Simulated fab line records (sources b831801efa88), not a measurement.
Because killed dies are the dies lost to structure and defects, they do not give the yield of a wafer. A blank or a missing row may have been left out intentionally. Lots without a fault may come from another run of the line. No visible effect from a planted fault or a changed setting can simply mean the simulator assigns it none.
Matching of chambers :: flow sky130 :: SKY_VIA2_CMP_02 on cmp-02: 4 sister chambers
The step polishes SiO2. 8 wafers are shown with their chamber, then 12 later ones without.

== WAFERS WITH THEIR CHAMBER ==
wafer: L087.2
chamber: 2
motor_current_A (A): 10.7
head_pressure_psi (psi): 3.985

wafer: L088.5
chamber: 3
motor_current_A (A): 11.2
head_pressure_psi (psi): 3.994

wafer: L088.6
chamber: 0
motor_current_A (A): 12.5
head_pressure_psi (psi): 3.996

wafer: L089.2
chamber: 3
motor_current_A (A): 11.7
head_pressure_psi (psi): 3.995

wafer: L089.4
chamber: 0
motor_current_A (A): 12.7
head_pressure_psi (psi): 4.004

wafer: L093.2
chamber: 1
motor_current_A (A): 12.4
head_pressure_psi (psi): 4.005

wafer: L093.4
chamber: 2
motor_current_A (A): 11.0
head_pressure_psi (psi): 4.000

wafer: L093.6
chamber: 1
motor_current_A (A): 12.4
head_pressure_psi (psi): 3.991

== WAFERS WHOSE CHAMBER IS MISSING ==
wafer: L094.2
motor_current_A (A): 12.6
head_pressure_psi (psi): 4.009

wafer: L094.3
motor_current_A (A): 11.7
head_pressure_psi (psi): 3.999

wafer: L094.4
motor_current_A (A): 11.2
head_pressure_psi (psi): 3.993

wafer: L095.2
motor_current_A (A): 11.8
head_pressure_psi (psi): 3.990

wafer: L095.4
motor_current_A (A): 11.0
head_pressure_psi (psi): 4.011

wafer: L095.5
motor_current_A (A): 12.6
head_pressure_psi (psi): 3.994

wafer: L096.1
motor_current_A (A): 11.0
head_pressure_psi (psi): 3.993

wafer: L096.5
motor_current_A (A): 11.4
head_pressure_psi (psi): 3.987

wafer: L096.6
motor_current_A (A): 13.1
head_pressure_psi (psi): 3.993

wafer: L097.2
motor_current_A (A): 11.5
head_pressure_psi (psi): 4.005

wafer: L097.5
motor_current_A (A): 12.5
head_pressure_psi (psi): 3.984

wafer: L097.6
motor_current_A (A): 11.0
head_pressure_psi (psi): 3.995

== WHICH CHAMBER EACH WENT THROUGH ==
wafer: L094.2
from the rows above: can't be placed: 0 or 1
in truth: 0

wafer: L094.3
from the rows above: can't be placed: 3 or 1
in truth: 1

wafer: L094.4
from the rows above: can't be placed: 3 or 2
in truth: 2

wafer: L095.2
from the rows above: can't be placed: 3 or 1
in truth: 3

wafer: L095.4
from the rows above: can't be placed: 2 or 3
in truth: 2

wafer: L095.5
from the rows above: can't be placed: 0 or 1
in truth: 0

wafer: L096.1
from the rows above: can't be placed: 2 or 3
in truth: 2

wafer: L096.5
from the rows above: can't be placed: 3 or 2
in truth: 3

wafer: L096.6
from the rows above: can't be placed: 0 or 1
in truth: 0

wafer: L097.2
from the rows above: 3
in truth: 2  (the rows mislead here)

wafer: L097.5
from the rows above: can't be placed: 1 or 0
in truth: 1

wafer: L097.6
from the rows above: can't be placed: 2 or 3
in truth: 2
0 of 12 placed correctly. Unplaceable from these rows: 11, with the true chamber sitting among the candidates in 11. Placed wrongly: 1.
How it was worked out, from the rows above alone: a wafer's distance from a chamber is the root of the sum, over the readings, of the square of ((its reading less the chamber's mean) divided by the reading's scatter). The wafer belongs to the nearest chamber; if the next one is less than 2 further off, it can't be placed. For every chamber, the mean is computed from those of its wafers that are shown. How the scatter is found: for the shown wafers, subtract from each reading the mean of its chamber, square and add these, divide the total by (wafers less chambers), then take the root.
